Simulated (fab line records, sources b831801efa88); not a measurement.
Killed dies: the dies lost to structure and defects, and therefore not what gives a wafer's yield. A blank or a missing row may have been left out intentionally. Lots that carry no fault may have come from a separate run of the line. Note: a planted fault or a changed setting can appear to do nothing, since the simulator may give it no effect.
Lot-split experiment + flow gf180mcu + 27 wafers read from 5 lots, route of 602 steps

== THE SPLIT ITSELF ==
At GF_PSD_DEVELOP_06 (develop time 60 s), the setting develop_time_s was moved away from the recipe's 60 s on 9 of the 27 wafers read, by +31.9% to +38.4%. The other wafers ran this setting at the recipe's value.

No step appears in the file between the split and the reading.

== THE READING ==
At GF_PSD_CD_MEAS_07: cd_nm in nanometres, against a target cd of 400 nm. Typical for fault-free wafers on this fab line: 399.9 nm, with standard deviation 2.2 nm.

| wafer  | tool, chamber at the split | develop_time_s as run, s | against the recipe | cd_nm, nm | against lot-mates on the recipe |
|--------|----------------------------|--------------------------|--------------------|-----------|---------------------------------|
| L074.1 | litho_track-02, 0          | 60                       | recipe             | 399.1     | -                               |
| L074.2 | litho_track-02, 0          | 81.56                    | +35.9%             | 428.4     | +29.8                           |
| L074.3 | litho_track-02, 0          | 81.56                    | +35.9%             | 427.8     | +29.2                           |
| L074.4 | litho_track-02, 0          | 81.56                    | +35.9%             | 425.9     | +27.3                           |
| L074.5 | litho_track-02, 0          | 60                       | recipe             | 398.9     | -                               |
| L074.6 | litho_track-02, 0          | 60                       | recipe             | 397.9     | -                               |
| L076.1 | litho_track-01, 0          | 60                       | recipe             | 403.2     | -                               |
| L076.2 | litho_track-01, 0          | 60                       | recipe             | 404.3     | -                               |
| L076.3 | litho_track-01, 0          | 60                       | recipe             | 403.8     | -                               |
| L076.4 | litho_track-01, 0          | 60                       | recipe             | 404.1     | -                               |
| L076.5 | litho_track-01, 0          | 60                       | recipe             | 402.6     | -                               |
| L076.6 | litho_track-01, 0          | 60                       | recipe             | 403.5     | -                               |
| L078.1 | litho_track-04, 0          | 60                       | recipe             | 401.1     | -                               |
| L078.2 | litho_track-04, 0          | 60                       | recipe             | 402.6     | -                               |
| L078.5 | litho_track-04, 0          | 60                       | recipe             | 401.1     | -                               |
| L081.1 | litho_track-04, 0          | 60                       | recipe             | 401.9     | -                               |
| L081.2 | litho_track-04, 0          | 83.06                    | +38.4%             | 429.3     | +28.3                           |
| L081.3 | litho_track-04, 0          | 83.06                    | +38.4%             | 430.6     | +29.6                           |
| L081.4 | litho_track-04, 0          | 60                       | recipe             | 400.2     | -                               |
| L081.5 | litho_track-04, 0          | 83.06                    | +38.4%             | 429.8     | +28.8                           |
| L081.6 | litho_track-04, 0          | 60                       | recipe             | 401.0     | -                               |
| L084.1 | litho_track-01, 0          | 60                       | recipe             | 395.4     | -                               |
| L084.2 | litho_track-01, 0          | 60                       | recipe             | 396.8     | -                               |
| L084.3 | litho_track-01, 0          | 60                       | recipe             | 395.8     | -                               |
| L084.4 | litho_track-01, 0          | 79.13                    | +31.9%             | 421.3     | +25.3                           |
| L084.5 | litho_track-01, 0          | 79.13                    | +31.9%             | 422.5     | +26.5                           |
| L084.6 | litho_track-01, 0          | 79.13                    | +31.9%             | 423.4     | +27.4                           |

THE FIT
A straight line over all 27 wafers: cd_nm changes by +0.733 nm for each +1% of develop_time_s; r = +0.98; the points scatter about the line by 2.5 nm.
The same after taking each lot's own level away (the mean of its wafers on the recipe; 27 wafers): +0.787 nm for each +1%; r = +1.00; scatter 0.99 nm.
That fit puts the effect of the largest move of develop_time_s on the reading at 30 nm.
From 396.00 to 403.58 nm: that is the span of the lots' own levels, equal to 3.4 times the standard deviation above.
So the lot-to-lot level changes the slope little: the two slopes agree.
Check: +30.6 nm against its lot-mates is what the line predicts for one of the wafers moved furthest among these (+38.4%) when that wafer is left out of the fit. Against them it came out at +28.3 nm.

== THE OTHER SPLITS THESE WAFERS WENT THROUGH ==
Note: prior to the reading, these wafers also went through further splits. Each is held against what the fit with the lots' levels taken away leaves over:
| other split on the same wafers | wafers away from the commonest value | r with cd_nm (lot level and that fit taken away) |
|--------------------------------|--------------------------------------|--------------------------------------------------|
| GF_STI_OXIDATION_29 ox_time_s  | 18                                   | +0.40                                            |
| GF_POLY_GATE_ETCH_13 time_s    | 12                                   | -0.05                                            |

== FILE'S OWN FIT ==
cd_nm changes by +0.788 nm for each +1% of develop_time_s, r = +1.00.
